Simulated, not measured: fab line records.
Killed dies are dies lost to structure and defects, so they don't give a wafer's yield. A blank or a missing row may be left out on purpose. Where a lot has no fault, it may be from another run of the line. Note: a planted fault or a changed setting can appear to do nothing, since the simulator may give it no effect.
What tool caused it? + flow sky130 + 12 lots with 36 wafers sampled at 4 steps, on a route of 708 steps

## WHAT THE GAUGES READ, wafer by wafer
SKY_VIA3_RS_MEAS_22: measures by four-point-probe.
| lot  | measured     | on            | VIA3_W_RS (ohm/sq) |
|------|--------------|---------------|--------------------|
| L905 | day 39 05:43 | film-metro-04 | 0.298 0.297 0.296  |
| L906 | day 39 19:34 | film-metro-04 | 0.298 0.291 0.292  |
| L907 | day 40 07:11 | film-metro-01 | 0.298 0.298 0.299  |
| L909 | day 40 17:16 | film-metro-03 | 0.290 0.287 0.293  |
| L911 | day 41 21:43 | film-metro-04 | 0.294 0.296 0.293  |
| L912 | day 42 00:25 | film-metro-04 | 0.293 0.290 0.290  |
| L920 | day 44 02:46 | film-metro-03 | 0.298 0.294 0.289  |
| L922 | day 44 19:38 | film-metro-04 | 0.292 0.300 0.293  |
| L924 | day 45 01:54 | film-metro-01 | 0.292 0.296 0.291  |
| L925 | day 45 06:40 | film-metro-03 | 0.285 0.289 0.285  |
| L927 | day 45 18:34 | film-metro-03 | 0.291 0.290 0.290  |
| L928 | day 46 04:19 | film-metro-03 | 0.298 0.300 0.302  |

## TOOL THAT RAN EACH LOT (tool first, then ch and the chambers of the sampled wafers, then the start)
| lot  | SKY_METAL1_CLEAN_23             | SKY_CAPM_METAL_ETCH_13            | SKY_VIA3_CMP_02               |
|------|---------------------------------|-----------------------------------|-------------------------------|
| L905 | wet-bench-01 ch 1, day 32 01:32 | rie-metal-02 ch 1, day 36 21:31   | cmp-01 ch 0,1,3, day 38 03:05 |
| L906 | wet-bench-01 ch 3, day 32 19:06 | rie-metal-03 ch 0,1, day 37 14:19 | cmp-02 ch 0,1, day 38 18:04   |
| L907 | wet-bench-02 ch 1, day 33 08:52 | rie-metal-03 ch 0,1, day 38 01:43 | cmp-02 ch 0,1,3, day 39 05:00 |
| L909 | wet-bench-02 ch 2, day 33 18:16 | rie-metal-01 ch 0,1, day 38 12:30 | cmp-02 ch 1,2, day 39 15:42   |
| L911 | wet-bench-03 ch 2, day 35 01:35 | rie-metal-02 ch 0,1, day 39 17:33 | cmp-02 ch 0,3, day 40 20:20   |
| L912 | wet-bench-02 ch 2, day 35 03:23 | rie-metal-01 ch 0, day 39 20:49   | cmp-02 ch 0,2,3, day 40 23:20 |
| L920 | wet-bench-02 ch 1, day 37 16:46 | rie-metal-02 ch 0,1, day 42 01:25 | cmp-01 ch 0,1,2, day 43 02:53 |
| L922 | wet-bench-02 ch 2, day 38 12:02 | rie-metal-02 ch 0,1, day 42 18:47 | cmp-01 ch 1,2,3, day 43 19:35 |
| L924 | wet-bench-03 ch 2, day 38 20:58 | rie-metal-03 ch 0,1, day 43 02:16 | cmp-02 ch 1,2, day 44 02:44   |
| L925 | wet-bench-01 ch 1, day 39 02:19 | rie-metal-02 ch 0,1, day 43 06:46 | cmp-01 ch 0,1,3, day 44 07:11 |
| L927 | wet-bench-01 ch 0, day 39 17:25 | rie-metal-01 ch 0,1, day 43 20:31 | cmp-01 ch 0,1,3, day 44 20:19 |
| L928 | wet-bench-02 ch 3, day 40 01:41 | rie-metal-02 ch 0,1, day 44 05:43 | cmp-01 ch 0,2, day 45 05:58   |
- SKY_METAL1_CLEAN_23: cleans in O3/DIW.
- SKY_CAPM_METAL_ETCH_13: etches TiN in Cl2/BCl3, stops on SiO2, target depth 220 nm, time 62.9 s.
- SKY_VIA3_CMP_02: polishes SiO2.

## AS READ BY THE TOOLS THEMSELVES (means over the sampled wafers that have a number; for cases with no such wafer, the mark the record gives instead)
SKY_CAPM_METAL_ETCH_13.
| lot  | tool         | drypump-motor-current-A (A) | oes-product-au (a.u.) | throttle-valve-pct (%) |
|------|--------------|-----------------------------|-----------------------|------------------------|
| L905 | rie-metal-02 | 5.4                         | 0.942                 | 21.907                 |
| L906 | rie-metal-03 | 5.6                         | 0.948                 | 21.897                 |
| L907 | rie-metal-03 | 5.5                         | 0.947                 | 21.902                 |
| L909 | rie-metal-01 | 5.4                         | 0.938                 | 21.897                 |
| L911 | rie-metal-02 | 5.7                         | 0.946                 | 21.900                 |
| L912 | rie-metal-01 | 6.3                         | 0.944                 | 21.902                 |
| L920 | rie-metal-02 | 5.7                         | 0.942                 | 21.908                 |
| L922 | rie-metal-02 | 6.0                         | 0.940                 | 21.896                 |
| L924 | rie-metal-03 | 5.5                         | 0.930                 | 21.911                 |
| L925 | rie-metal-02 | 5.7                         | 0.936                 | 21.905                 |
| L927 | rie-metal-01 | 5.9                         | 0.929                 | 21.914                 |
| L928 | rie-metal-02 | 6.0                         | 0.943                 | 21.895                 |

SKY_VIA3_CMP_02.
| lot  | tool   | motor-current-A (A) | retaining-ring-pressure-frac |
|------|--------|---------------------|------------------------------|
| L905 | cmp-01 | 12.5                | 1.001                        |
| L906 | cmp-02 | 12.0                | 0.998                        |
| L907 | cmp-02 | 12.6                | 0.998                        |
| L909 | cmp-02 | 11.9                | 1.001                        |
| L911 | cmp-02 | 13.9                | 1.000                        |
| L912 | cmp-02 | 13.3                | 0.995                        |
| L920 | cmp-01 | 12.7                | 1.002                        |
| L922 | cmp-01 | 12.9                | 1.003                        |
| L924 | cmp-02 | 11.7                | 1.002                        |
| L925 | cmp-01 | 12.3                | 0.999                        |
| L927 | cmp-01 | 12.1                | 1.003                        |
| L928 | cmp-01 | 13.8                | 0.997                        |

## THE ANSWER, worked out from the rows above alone
Rule: usual is defined by the lots themselves. Put in order of their means at a reading, lots are off if they are a third of the lots or fewer, leave a main group of 4 or more, and stand apart from it by a gap of 3 or more times the standard deviation of the main group's means; of several such gaps the widest counts. Not used: any main group whose means are identical at the precision the tables above print for the reading. A lot without any number at a reading at which 4 lots or more have one is off too. Where the step has rows for the other lots, those lots are counted as sound. The gauges are gone through in route order, then the tools' own readings, and for those a lot's mean is taken as printed above. At the first step where some lot is off, the reading lying furthest off is the one used; lots without a number count as furthest.
No lot is off at any reading shown: from this, nothing can be told.

## WHAT THE SIMULATOR PUT IN
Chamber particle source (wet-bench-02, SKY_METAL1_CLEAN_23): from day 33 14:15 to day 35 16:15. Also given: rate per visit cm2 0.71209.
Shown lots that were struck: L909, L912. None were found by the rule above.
